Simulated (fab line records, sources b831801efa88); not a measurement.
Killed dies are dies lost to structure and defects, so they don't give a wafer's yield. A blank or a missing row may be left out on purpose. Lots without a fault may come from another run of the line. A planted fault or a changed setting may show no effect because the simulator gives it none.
Which tool did it? | flow sky130 | 11 lots, 33 wafers sampled, at 5 steps of a route of 708

WHAT THE GAUGES READ, wafer by wafer
The record holds no reading of a measuring or inspecting step that can be judged against a usual standard deviation.

WHICH TOOL RAN EACH LOT (tool, then ch and the chambers of the sampled wafers, then the start)
lot  | SKY_METAL5_DESCUM_14              | SKY_METAL5_STRIP_16                  | SKY_METAL5_STRIP_17             | SKY_PASSIVATION_ETCH_11            | SKY_PAD_OPEN_PROBE_99
L502 | rie_metal-01 ch 0,1, day 43 15:29 | plasma_asher-01 ch 0,1, day 43 15:47 | wet_bench-01 ch 3, day 43 15:51 | rie_diel-03 ch 1,2, day 44 15:20   | prober-02, day 45 15:04
L508 | rie_metal-01 ch 0,1, day 45 12:02 | plasma_asher-03 ch 0, day 45 12:18   | wet_bench-01 ch 3, day 45 12:24 | rie_diel-01 ch 0,2,3, day 46 10:06 | prober-02, day 47 08:55
L511 | rie_metal-04 ch 0,1, day 46 03:23 | plasma_asher-02 ch 0,1, day 46 03:41 | wet_bench-02 ch 2, day 46 03:45 | rie_diel-01 ch 1,2,3, day 47 00:44 | prober-01, day 47 22:41
L512 | rie_metal-01 ch 0,1, day 46 15:17 | plasma_asher-01 ch 0,1, day 46 15:34 | wet_bench-02 ch 3, day 46 15:40 | rie_diel-01 ch 1,2, day 47 12:23   | prober-02, day 48 09:28
L513 | rie_metal-03 ch 0,1, day 46 16:48 | plasma_asher-01 ch 0,1, day 46 17:04 | wet_bench-01 ch 3, day 46 17:10 | rie_diel-04 ch 0,1, day 47 13:32   | -
L514 | rie_metal-03 ch 0,1, day 47 03:15 | plasma_asher-01 ch 0,1, day 47 03:31 | wet_bench-02 ch 1, day 47 03:37 | rie_diel-04 ch 0,1,3, day 48 00:20 | -
L515 | rie_metal-01 ch 0,1, day 47 04:41 | plasma_asher-03 ch 0,1, day 47 04:58 | wet_bench-02 ch 1, day 47 05:04 | rie_diel-04 ch 0,2, day 48 01:24   | prober-01, day 48 21:49
L519 | rie_metal-04 ch 0,1, day 48 08:33 | plasma_asher-01 ch 0,1, day 48 08:49 | wet_bench-02 ch 1, day 48 09:04 | rie_diel-03 ch 0,1, day 49 04:32   | -
L521 | rie_metal-04 ch 0,1, day 48 18:14 | plasma_asher-02 ch 0,1, day 48 18:30 | wet_bench-02 ch 1, day 48 18:36 | rie_diel-03 ch 1,2, day 49 12:42   | prober-02, day 50 08:07
L522 | rie_metal-01 ch 0,1, day 48 20:14 | plasma_asher-01 ch 0,1, day 48 20:31 | wet_bench-02 ch 2, day 48 20:37 | rie_diel-03 ch 0,1,2, day 49 14:41 | -
L525 | rie_metal-01 ch 0,1, day 49 03:54 | plasma_asher-01 ch 0,1, day 49 04:10 | wet_bench-02 ch 1, day 49 04:19 | rie_diel-03 ch 0,2,3, day 49 22:14 | prober-02, day 50 17:05
- SKY_METAL5_DESCUM_14: chemistry O2, time 11 s.
- SKY_METAL5_STRIP_16: strips in O2/N2.
- SKY_METAL5_STRIP_17: strips in post etch residue remover, time 1200 s.
- SKY_PASSIVATION_ETCH_11: etches the open film in CF4/O2, stops on AlCu, target depth 725 nm, time 161.1 s.
- SKY_PAD_OPEN_PROBE_99

WHAT THE TOOLS THEMSELVES READ (means of the sampled wafers that have a number; where no wafer has one, the mark that the record gives instead)
SKY_METAL5_DESCUM_14. Usual: drypump_motor_current_A 5.8 A, standard deviation 0.6; oes_product_au 1.002 a.u., standard deviation 0.0087.
lot  | tool         | drypump_motor_current_A (A) | oes_product_au (a.u.) | flag
L502 | rie_metal-01 | 6.4                         | 0.992                 |
L508 | rie_metal-01 | 6.4                         | 0.990                 |
L511 | rie_metal-04 | 6.1                         | 1.004                 |
L512 | rie_metal-01 | 6.4                         | 0.993                 |
L513 | rie_metal-03 | 5.1                         | 1.003                 |
L514 | rie_metal-03 | 5.1                         | 1.007                 |
L515 | rie_metal-01 | 6.3                         | 0.989                 |
L519 | rie_metal-04 | 5.9                         | 1.007                 |
L521 | rie_metal-04 | 6.1                         | 1.001                 |
L522 | rie_metal-01 | 6.4                         | 0.993                 |
L525 | rie_metal-01 | 6.3                         | 1.001                 |

SKY_METAL5_STRIP_16. Usual: chamber_pressure_mTorr 1500.1 mTorr, standard deviation 1.5; drypump_motor_current_A 5.9 A, standard deviation 0.47; oes_product_au 0.711 a.u., standard deviation 0.0045; strip_time_to_endpoint_s 13.04 s, standard deviation 0.13.
lot  | tool            | chamber_pressure_mTorr (mTorr) | drypump_motor_current_A (A) | oes_product_au (a.u.) | strip_time_to_endpoint_s (s) | flag
L502 | plasma_asher-01 | 1501.8                         | 6.4                         | 0.712                 | 13.18                        |
L508 | plasma_asher-03 | 1499.8                         | 6.1                         | 0.707                 | 13.11                        |
L511 | plasma_asher-02 | 1499.2                         | 5.9                         | 0.710                 | 13.07                        |
L512 | plasma_asher-01 | 1501.7                         | 6.4                         | 0.708                 | 13.10                        |
L513 | plasma_asher-01 | 1499.9                         | 6.4                         | 0.710                 | 12.89                        |
L514 | plasma_asher-01 | 1501.0                         | 6.1                         | 0.710                 | 12.94                        |
L515 | plasma_asher-03 | 1500.7                         | 6.0                         | 0.710                 | 13.26                        |
L519 | plasma_asher-01 | 1500.8                         | 6.1                         | 0.709                 | 13.10                        |
L521 | plasma_asher-02 | 1499.6                         | 5.6                         | 0.713                 | 12.90                        |
L522 | plasma_asher-01 | 1499.1                         | 6.0                         | 0.707                 | 13.12                        |
L525 | plasma_asher-01 | 1499.6                         | 6.4                         | 0.711                 | 13.13                        |

SKY_METAL5_STRIP_17. Usual: bath_guard_temp_C 72.4 C, standard deviation 0.57; bath_heat_duty_pct 15.0 %, standard deviation 1.7.
lot  | tool         | bath_guard_temp_C (C) | bath_heat_duty_pct (%) | flag
L502 | wet_bench-01 | 73.2                  | 18.1                   |
L508 | wet_bench-01 | 73.3                  | 17.6                   |
L511 | wet_bench-02 | 72.0                  | 14.8                   |
L512 | wet_bench-02 | -                     | -                      | OFF
L513 | wet_bench-01 | -                     | -                      | OFF
L514 | wet_bench-02 | -                     | -                      | OFF
L515 | wet_bench-02 | 72.0                  | 14.7                   |
L519 | wet_bench-02 | 72.1                  | 14.4                   |
L521 | wet_bench-02 | 71.9                  | 14.9                   |
L522 | wet_bench-02 | 72.1                  | 14.7                   |
L525 | wet_bench-02 | 72.2                  | 15.3                   |

SKY_PASSIVATION_ETCH_11. Usual: cf4_flow_sccm 79.97 sccm, standard deviation 0.22; drypump_motor_current_A 5.6 A, standard deviation 0.31; oes_product_au 0.979 a.u., standard deviation 0.0068; throttle_valve_pct 5.965 %, standard deviation 0.0087.
lot  | tool        | cf4_flow_sccm (sccm) | drypump_motor_current_A (A) | oes_product_au (a.u.) | throttle_valve_pct (%) | flag
L502 | rie_diel-03 | 80.14                | 5.5                         | 0.979                 | 5.966                  |
L508 | rie_diel-01 | 80.12                | 5.6                         | 0.981                 | 5.964                  |
L511 | rie_diel-01 | 80.05                | 5.5                         | 0.979                 | 5.959                  |
L512 | rie_diel-01 | 79.79                | 5.8                         | 0.978                 | 5.963                  |
L513 | rie_diel-04 | 80.09                | 5.3                         | 0.985                 | 5.967                  |
L514 | rie_diel-04 | 79.91                | 5.4                         | 0.979                 | 5.965                  |
L515 | rie_diel-04 | 80.05                | 5.2                         | 0.971                 | 5.964                  |
L519 | rie_diel-03 | 79.80                | 5.7                         | 0.979                 | 5.961                  |
L521 | rie_diel-03 | 80.28                | 5.4                         | 0.968                 | 5.963                  |
L522 | rie_diel-03 | 80.09                | 5.6                         | 0.979                 | 5.964                  |
L525 | rie_diel-03 | 80.01                | 5.7                         | 0.974                 | 5.974                  |

SKY_PAD_OPEN_PROBE_99. Usual: defect_limited_yield 82.2 %, standard deviation 1.9; killed_at_M0_to_M3 44, standard deviation 6.6; killed_at_M4_up 3.4, standard deviation 1.9; killed_at_contacts 25, standard deviation 5.6; killed_at_front_end 15, standard deviation 4.6; killed_at_other 0.3, standard deviation 0.6; killed_dies 88, standard deviation 9.5; killed_open 47, standard deviation 7.1; killed_short 40, standard deviation 6.4; sort_bin_3_pad_short 1.0 %, standard deviation 0.47; sort_bin_5_function 10.4 %, standard deviation 1.4; sort_bin_6_memory 6.4 %, standard deviation 1.1; sort_n_pass 404, standard deviation 9.5; sort_yield_pct 82.2 %, standard deviation 1.9.
lot  | tool      | defect_limited_yield (%) | killed_at_M0_to_M3 | killed_at_M4_up | killed_at_contacts | killed_at_front_end | killed_at_other | killed_dies | killed_open | killed_short | sort_bin_3_pad_short (%) | sort_bin_5_function (%) | sort_bin_6_memory (%) | sort_n_pass | sort_yield_pct (%) | flag
L502 | prober-02 | 82.3                     | 46                 | 2.0             | 22                 | 16                  | 0.7             | 87          | 52          | 34           | 0.9                      | 9.5                     | 7.2                   | 405         | 82.3               |
L508 | prober-02 | 82.6                     | 44                 | 1.3             | 21                 | 20                  | 0.0             | 86          | 49          | 36           | 0.8                      | 9.3                     | 7.3                   | 406         | 82.6               |
L511 | prober-01 | 82.4                     | 49                 | 2.7             | 23                 | 13                  | 0.0             | 87          | 44          | 43           | 0.6                      | 10.2                    | 6.8                   | 405         | 82.4               |
L512 | prober-02 | 81.2                     | 43                 | 3.7             | 25                 | 21                  | 0.7             | 93          | 48          | 43           | 1.3                      | 10.7                    | 6.8                   | 399         | 81.2               |
L515 | prober-01 | 82.6                     | 39                 | 4.3             | 27                 | 15                  | 0.0             | 86          | 50          | 36           | 1.1                      | 9.7                     | 6.6                   | 406         | 82.6               |
L521 | prober-02 | 81.2                     | 47                 | 2.3             | 29                 | 14                  | 0.3             | 92          | 49          | 43           | 1.3                      | 11.0                    | 6.4                   | 400         | 81.2               |
L525 | prober-02 | 80.5                     | 48                 | 4.0             | 26                 | 17                  | 0.0             | 96          | 54          | 42           | 0.9                      | 11.3                    | 7.3                   | 396         | 80.5               |

THE ANSWER, worked out from the rows above alone
Rule: a lot is off if the mean of its wafers that have a number lies more than 3 standard deviations from the usual mean. A lot without any number at a reading at which 4 lots or more have one is off too. The other lots that the step has rows for count as sound. The gauges are gone through in route order, then the tools' own readings, and for those a lot's mean is taken as printed above. The first step at which some lot is off is used, and at that step the reading that is off furthest; a lot without a number counts as furthest.
Off: L512, L513, L514, at SKY_METAL5_STRIP_17 (bath_guard_temp_C). Without a number there: L512, L513, L514.
A tool fits if, at that step or a process step before it, it ran every lot that is off, and no sound lot after the first of them. None of those tried fits.

WHAT THE SIMULATOR HAD PUT IN
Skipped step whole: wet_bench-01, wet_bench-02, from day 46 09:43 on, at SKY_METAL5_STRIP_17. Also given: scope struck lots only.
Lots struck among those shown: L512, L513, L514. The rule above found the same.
